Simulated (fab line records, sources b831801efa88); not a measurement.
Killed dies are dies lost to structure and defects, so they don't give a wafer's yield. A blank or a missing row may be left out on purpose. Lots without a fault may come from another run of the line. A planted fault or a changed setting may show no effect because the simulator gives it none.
Which tool did it? | flow sfq_line | 13 lots, 39 wafers sampled, at 2 steps of a route of 325

WHAT THE GAUGES READ, wafer by wafer
The record holds no reading of a measuring or inspecting step that can be judged against a usual standard deviation.

WHICH TOOL RAN EACH LOT (tool, then ch and the chambers of the sampled wafers, then the start)
lot  | SFQ_TRILAYER_L0_VIA_LITHO_COAT_018 | SFQ_TRILAYER_L0_VIA_BARC_OPEN_VIA_ETCH_021
L466 | litho_track-04 ch 0, day 4 11:13   | rie_diel-04 ch 2,3, day 7 14:18
L468 | litho_track-04 ch 0, day 4 23:08   | rie_diel-01 ch 1,2, day 8 03:37
L470 | litho_track-02 ch 0, day 5 07:31   | rie_diel-04 ch 1,2,3, day 8 12:46
L471 | litho_track-02 ch 0, day 5 09:55   | rie_diel-02 ch 1,2, day 8 16:22
L472 | litho_track-03 ch 0, day 5 11:07   | rie_diel-04 ch 1,2, day 8 17:34
L473 | litho_track-03 ch 0, day 5 16:26   | rie_diel-02 ch 0,1, day 9 00:46
L474 | litho_track-04 ch 0, day 6 00:50   | rie_diel-02 ch 0,2,3, day 9 06:46
L475 | litho_track-04 ch 0, day 6 06:59   | rie_diel-04 ch 0,1, day 9 13:58
L476 | litho_track-04 ch 0, day 6 12:50   | rie_diel-02 ch 1,2, day 9 19:58
L478 | litho_track-04 ch 0, day 7 00:46   | rie_diel-01 ch 1,2,3, day 10 09:08
L479 | litho_track-03 ch 0, day 7 05:34   | rie_diel-02 ch 0,2,3, day 10 16:20
L480 | litho_track-02 ch 0, day 7 14:16   | rie_diel-04 ch 0,2,3, day 11 00:44
L489 | litho_track-02 ch 0, day 9 16:11   | rie_diel-02 ch 0,3, day 13 03:55
- SFQ_TRILAYER_L0_VIA_LITHO_COAT_018: resist thk 62 nm.
- SFQ_TRILAYER_L0_VIA_BARC_OPEN_VIA_ETCH_021: etches BARC in O2, target depth 125 nm, time 41.7 s.

WHAT THE TOOLS THEMSELVES READ (means of the sampled wafers that have a number; where no wafer has one, the mark that the record gives instead)
SFQ_TRILAYER_L0_VIA_BARC_OPEN_VIA_ETCH_021. Usual: drypump_motor_current_A 5.6 A, standard deviation 0.44; oes_product_au 0.685 a.u., standard deviation 0.0046.
lot  | tool        | drypump_motor_current_A (A) | oes_product_au (a.u.) | flag
L466 | rie_diel-04 | 5.6                         | 0.688                 |
L468 | rie_diel-01 | 5.8                         | 0.689                 |
L470 | rie_diel-04 | 5.3                         | 0.682                 |
L471 | rie_diel-02 | 5.4                         | 0.688                 |
L472 | rie_diel-04 | 5.1                         | 0.683                 |
L473 | rie_diel-02 | 5.5                         | 0.684                 |
L474 | rie_diel-02 | 5.8                         | 0.683                 |
L475 | rie_diel-04 | 5.7                         | 0.682                 |
L476 | rie_diel-02 | 5.4                         | 0.688                 |
L478 | rie_diel-01 | 5.5                         | 0.682                 |
L479 | rie_diel-02 | 5.7                         | 0.684                 |
L480 | rie_diel-04 | 5.7                         | 0.686                 |
L489 | rie_diel-02 | 5.7                         | 0.690                 |

THE ANSWER, worked out from the rows above alone
Rule: a lot is off if the mean of its wafers that have a number lies more than 3 standard deviations from the usual mean. A lot without any number at a reading at which 4 lots or more have one is off too. The other lots that the step has rows for count as sound. The gauges are gone through in route order, then the tools' own readings, and for those a lot's mean is taken as printed above. The first step at which some lot is off is used, and at that step the reading that is off furthest; a lot without a number counts as furthest.
No lot is off at any reading shown: from this, nothing can be told.

WHAT THE SIMULATOR HAD PUT IN
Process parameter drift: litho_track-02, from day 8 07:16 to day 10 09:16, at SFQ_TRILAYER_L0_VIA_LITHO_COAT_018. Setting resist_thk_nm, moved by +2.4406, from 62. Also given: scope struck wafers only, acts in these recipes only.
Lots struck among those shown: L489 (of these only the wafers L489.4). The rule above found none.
